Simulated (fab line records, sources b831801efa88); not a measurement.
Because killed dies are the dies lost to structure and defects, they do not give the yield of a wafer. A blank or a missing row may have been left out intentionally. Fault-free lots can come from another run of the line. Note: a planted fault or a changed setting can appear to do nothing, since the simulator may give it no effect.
Struck lot and sound lot, side by side / flow sky130 / 15 out of 708 route steps
Sound: these wafers, L605.1, L605.2, L605.3. Wafers L596.3, L596.5, L596.6 were the ones struck. The cause is given at the end.
Each step with rows lists, per side, the tool, then ch with its chambers, then its first start. Under that, the readings that differ: sound wafers / struck wafers / difference of the means / sigmas: that difference in standard deviations of wafers without a fault.
alike: a reading whose means differ by less than 2 such deviations, as well as words and numbers matching on both sides. not compared: withheld readings; readings where some wafer has no value; bounds like >300 that might hide an equal value; numbers whose values overlap and for which the record gives no deviation.
A row with sigmas, a row that says differs or no value, or rows on one side alone: a step with any of these is where the two part. Non-overlapping numbers with no deviation appear without sigmas and do not part them. A reading missing from all wafers of one side parts the sides only when that side holds two or more wafers.

first, 8 steps without rows for these wafers: SKY_POLY_GATE_DEHYDRATE_05 (time 60 s); SKY_POLY_GATE_HMDS_06 (prime time 60 s); SKY_POLY_GATE_COAT_07 (resist thk 110 nm); SKY_POLY_GATE_COAT_08 (resist thk 450 nm); SKY_POLY_GATE_SOFTBAKE_09 (time 90 s); SKY_POLY_GATE_EXPOSE_10 (exposes mask P1M, target cd 150 nm); SKY_POLY_GATE_PEB_11; SKY_POLY_GATE_DEVELOP_12 (develop time 60 s).
SKY_POLY_GATE_CD_MEAS_13: the cd target is 150 nm.
  sound on cd sem-01, day 24 06:58; struck on cd sem-02, day 21 00:07
reading=cd nm (nm); sound=149.3 149.6 149.6; struck=152.7 153.2 151.7; difference=+3.0; sigmas=+2
SKY_POLY_GATE_OVL_MEAS_14:
  sound on overlay-01, day 24 07:05; struck on overlay-01, day 21 00:12
  alike: POLY_GATE_OVL
SKY_POLY_GATE_ETCH_15: etches BARC in N2/H2, stops on SiO2, time 118.5 s, target depth 110 nm.
  sound on rie diel-02 ch 0,1,2, day 24 07:08; struck on rie diel-03 ch 0,1, day 21 00:14
reading=drypump motor current A (A); sound=5.6 5.6 5.4; struck=6.6 6.6 6.4; difference=+1.0; sigmas=+2
  alike: bias w, chamber pressure mTorr, oes product au, throttle valve pct
  not compared: rf hours counter h
SKY_POLY_GATE_ETCH_16: etches Si3N4 in CH3F/O2, stops on poly-Si, time 147.5 s, target depth 75 nm.
  sound on rie diel-02 ch 0,1,2, day 24 07:13; struck on rie diel-03 ch 0,1, day 21 00:19
reading=drypump motor current A (A); sound=5.6 5.6 5.4; struck=6.6 6.6 6.4; difference=+1.0; sigmas=+2
  alike: O2_flow_sccm, bias w, oes product au, throttle valve pct
  not compared: rf hours counter h
SKY_POLY_GATE_ETCH_17: etches poly-Si in HBr/Cl2, stops on SiO2, target depth 180 nm, time 70.5 s.
  sound on rie si-01 ch 0,2,3, day 24 07:19; struck on rie si-02 ch 0,1, day 21 00:25
  no value came back on the struck wafers for any of 6 readings (HBr_flow_sccm (sccm), bias w (W) and others); on the sound wafers HBr_flow_sccm (sccm) reads 150.2 149.9 149.5
reading=model.KrF-thick_of_POLY_GATE_COAT_08.thk nm (nm); sound=145.1 137.8 144.3; struck=235.8 235.4 234.7; difference=+92.9; sigmas=
SKY_POLY_GATE_STRIP_18: strips in O2/N2.
  sound on plasma asher-04 ch 0,1, day 24 07:22; struck on plasma asher-02 ch 0,1, day 21 00:30
reading=oes product au (a.u.); sound=0.369 0.354 0.367; struck=0.396 0.407 0.400; difference=+0.038; sigmas=+8
reading=strip time to endpoint s (s); sound=3.24 3.14 3.22; struck=4.18 4.20 4.20; difference=+0.99; sigmas=+31
  alike: drypump motor current A
  not compared: rf hours counter h
then, 1 step without rows for these wafers: SKY_POLY_GATE_CLEAN_19 (cleans in SC1/SC2, time 150 s).

== WHERE THEY PART ==
Earliest at SKY_POLY_GATE_CD_MEAS_13; latest, in this record, at SKY_POLY_GATE_STRIP_18.

WHY: the cause the simulator had injected
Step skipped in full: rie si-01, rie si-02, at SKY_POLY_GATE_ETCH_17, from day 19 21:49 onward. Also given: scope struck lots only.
